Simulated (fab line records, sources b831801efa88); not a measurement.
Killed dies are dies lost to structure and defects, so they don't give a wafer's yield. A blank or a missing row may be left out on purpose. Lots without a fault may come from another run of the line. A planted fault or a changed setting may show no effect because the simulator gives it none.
Chamber matching | flow sfq_line | SFQ_TRILAYER_I7_CMP_CMP_184 on cmp-01: 4 sister chambers
The step polishes SiO2. 4 wafers are shown with their chamber, then 7 later ones without.

WAFERS WITH THEIR CHAMBER
wafer  | chamber | motor_current_A (A)
L703.1 | 1       | 9.8
L703.5 | 2       | 9.1
L705.1 | 3       | 8.7
L705.3 | 0       | 9.9

WAFERS WITHOUT THEIR CHAMBER
wafer  | motor_current_A (A)
L705.6 | 8.4
L706.2 | 8.5
L706.5 | 8.2
L706.6 | 8.8
L710.4 | 10.2
L710.3 | 8.7
L710.5 | 8.4

WHICH CHAMBER EACH WENT THROUGH
wafer  | from the rows above     | in truth
L705.6 | can't be placed: 3 or 2 | 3
L706.2 | can't be placed: 3 or 2 | 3
L706.5 | can't be placed: 3 or 2 | 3
L706.6 | can't be placed: 3 or 2 | 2
L710.4 | can't be placed: 0 or 1 | 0
L710.3 | can't be placed: 3 or 2 | 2
L710.5 | can't be placed: 3 or 2 | 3
Placed correctly: 0 of 7. Can't be placed from these rows: 7 (the true chamber is among the candidates in 7). Placed wrongly: 0.
How it was worked out, from the rows above alone: a wafer's distance from a chamber is the root of the sum, over the readings, of the square of ((its reading less the chamber's mean) divided by the reading's scatter). The wafer belongs to the nearest chamber; if the next one is less than 2 further off, it can't be placed. A chamber's mean is the mean of its shown wafers. The scatter: with one shown wafer a chamber, the root of the mean of the squares of how far each hidden wafer lies from its nearest shown one.
